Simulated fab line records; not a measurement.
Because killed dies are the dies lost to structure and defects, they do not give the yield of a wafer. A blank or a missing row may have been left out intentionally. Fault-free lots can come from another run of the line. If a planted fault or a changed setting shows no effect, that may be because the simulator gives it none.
Chamber matching :: flow gf180mcu :: GF_V3_CVD_02 on pecvd-04: 3 sister chambers
The step deposits SiO2 from TEOS, target thk 850 nm, time 94.851 s. 3 wafers are shown with their chamber, then 7 later ones without.

WAFERS PAIRED WITH THEIR CHAMBERS
wafer: L107.3
chamber: 1
heater power w (W): 645

wafer: L108.2
chamber: 2
heater power w (W): 422

wafer: L108.4
chamber: 0
heater power w (W): 625

WAFERS WHOSE CHAMBER IS MISSING
wafer: L108.5
heater power w (W): 737

wafer: L112.1
heater power w (W): 717

wafer: L112.3
heater power w (W): 655

wafer: L112.6
heater power w (W): 727

wafer: L114.3
heater power w (W): 738

wafer: L114.4
heater power w (W): 535

wafer: L114.5
heater power w (W): 708

THE CHAMBER EACH PASSED THROUGH
wafer: L108.5
from the rows above: can't be placed: 1 or 0
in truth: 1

wafer: L112.1
from the rows above: can't be placed: 1 or 0
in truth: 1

wafer: L112.3
from the rows above: can't be placed: 1 or 0
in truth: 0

wafer: L112.6
from the rows above: can't be placed: 1 or 0
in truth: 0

wafer: L114.3
from the rows above: can't be placed: 1 or 0
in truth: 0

wafer: L114.4
from the rows above: can't be placed: 0 or 1 or 2
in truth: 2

wafer: L114.5
from the rows above: can't be placed: 1 or 0
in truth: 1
Correctly placed: 0 of 7. These rows do not allow placing 7 (true chamber among the candidates in 7). Wrongly placed: 0.
How it was worked out, from the rows above alone: a wafer's distance from a chamber is the root of the sum, over the readings, of the square of ((its reading less the chamber's mean) divided by the reading's scatter). The wafer belongs to the nearest chamber; if the next one is less than 2 further off, it can't be placed. The mean given for a chamber averages the wafers shown for that chamber. The scatter (one wafer shown for each chamber): square how far every hidden wafer sits from the nearest shown wafer, average those squares and take the square root.
